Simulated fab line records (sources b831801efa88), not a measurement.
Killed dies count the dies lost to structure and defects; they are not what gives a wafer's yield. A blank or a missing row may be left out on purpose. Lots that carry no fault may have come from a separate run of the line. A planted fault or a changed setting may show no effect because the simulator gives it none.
Which tool was responsible? + flow gf180mcu + 42 wafers from 14 lots sampled at 2 of the route's 602 steps

== WHAT THE GAUGES READ, wafer by wafer ==
GF_V2_THK_MEAS_01.
| lot  | measured     | on           | V2_CVD_00_THK (nm) |
|------|--------------|--------------|--------------------|
| L222 | day 19 13:05 | filmMetro-01 | 592 597 600        |
| L223 | day 19 20:08 | filmMetro-02 | 604 600 593        |
| L224 | day 20 09:13 | filmMetro-04 | 587 592 593        |
| L227 | day 21 09:26 | filmMetro-04 | 602 602 603        |
| L229 | day 22 01:35 | filmMetro-02 | 609 604 603        |
| L230 | day 22 08:44 | filmMetro-02 | 600 598 605        |
| L231 | day 22 12:36 | filmMetro-04 | 597 600 594        |
| L232 | day 22 20:31 | filmMetro-04 | 593 592 591        |
| L233 | day 23 08:23 | filmMetro-02 | 596 607 611        |
| L237 | day 24 17:14 | filmMetro-01 | 606 605 598        |
| L240 | day 25 13:31 | filmMetro-02 | 608 595 605        |
| L241 | day 25 21:20 | filmMetro-01 | 602 597 600        |
| L244 | day 26 15:01 | filmMetro-02 | 603 605 609        |
| L245 | day 26 20:20 | filmMetro-02 | 595 609 596        |

== WHAT TOOL EACH LOT RAN ON (gives the tool, then ch and the chambers of the sampled wafers, and finally the start) ==
| lot  | GF_M2_SPUTTER_03            |
|------|-----------------------------|
| L222 | pvdSputter-02, day 18 11:25 |
| L223 | pvdSputter-02, day 18 18:50 |
| L224 | pvdSputter-02, day 19 08:33 |
| L227 | pvdSputter-03, day 20 08:09 |
| L229 | pvdSputter-02, day 21 00:56 |
| L230 | pvdSputter-03, day 21 07:53 |
| L231 | pvdSputter-03, day 21 12:35 |
| L232 | pvdSputter-02, day 21 20:49 |
| L233 | pvdSputter-02, day 22 05:44 |
| L237 | pvdSputter-03, day 23 18:22 |
| L240 | pvdSputter-03, day 24 15:27 |
| L241 | pvdSputter-03, day 24 23:23 |
| L244 | pvdSputter-03, day 25 17:11 |
| L245 | pvdSputter-02, day 25 22:19 |
- GF_M2_SPUTTER_03: material Ti, target thk 10 nm, time 6.7 s.

== AS READ BY THE TOOLS THEMSELVES (means over the sampled wafers that have a number; for cases with no such wafer, the mark the record gives instead) ==
GF_M2_SPUTTER_03.
| lot  | tool          | throttleValvePct (%) |
|------|---------------|----------------------|
| L222 | pvdSputter-02 | 28.6                 |
| L223 | pvdSputter-02 | 28.5                 |
| L224 | pvdSputter-02 | 29.2                 |
| L227 | pvdSputter-03 | 28.8                 |
| L229 | pvdSputter-02 | 28.8                 |
| L230 | pvdSputter-03 | 29.3                 |
| L231 | pvdSputter-03 | 29.1                 |
| L232 | pvdSputter-02 | 28.5                 |
| L233 | pvdSputter-02 | 29.3                 |
| L237 | pvdSputter-03 | 29.0                 |
| L240 | pvdSputter-03 | 30.1                 |
| L241 | pvdSputter-03 | 29.8                 |
| L244 | pvdSputter-03 | 29.4                 |
| L245 | pvdSputter-02 | 28.8                 |

== THE ANSWER, worked out from the rows above alone ==
Rule: what is usual is taken from the lots themselves. The widest of any qualifying gaps counts: lots, ordered by their means at a reading, are off when they make up no more than a third of the lots, leave a main group of 4 or more, and stand apart from it by 3 or more times the standard deviation of that group's means. The tables above print the reading to a certain number of digits; a main group whose means all agree to those digits is not used. Also off: a lot with no number at a reading for which 4 or more lots have one. All remaining lots with rows at the step are treated as sound. The gauges are gone through in route order, then the tools' own readings, and for those a lot's mean is taken as printed above. The first step at which some lot is off is used, and at that step the reading that is off furthest; a lot without a number counts as furthest.
No lot is off on any of the readings shown, so nothing can be concluded from this.

== WHAT THE SIMULATOR HAD PUT IN ==
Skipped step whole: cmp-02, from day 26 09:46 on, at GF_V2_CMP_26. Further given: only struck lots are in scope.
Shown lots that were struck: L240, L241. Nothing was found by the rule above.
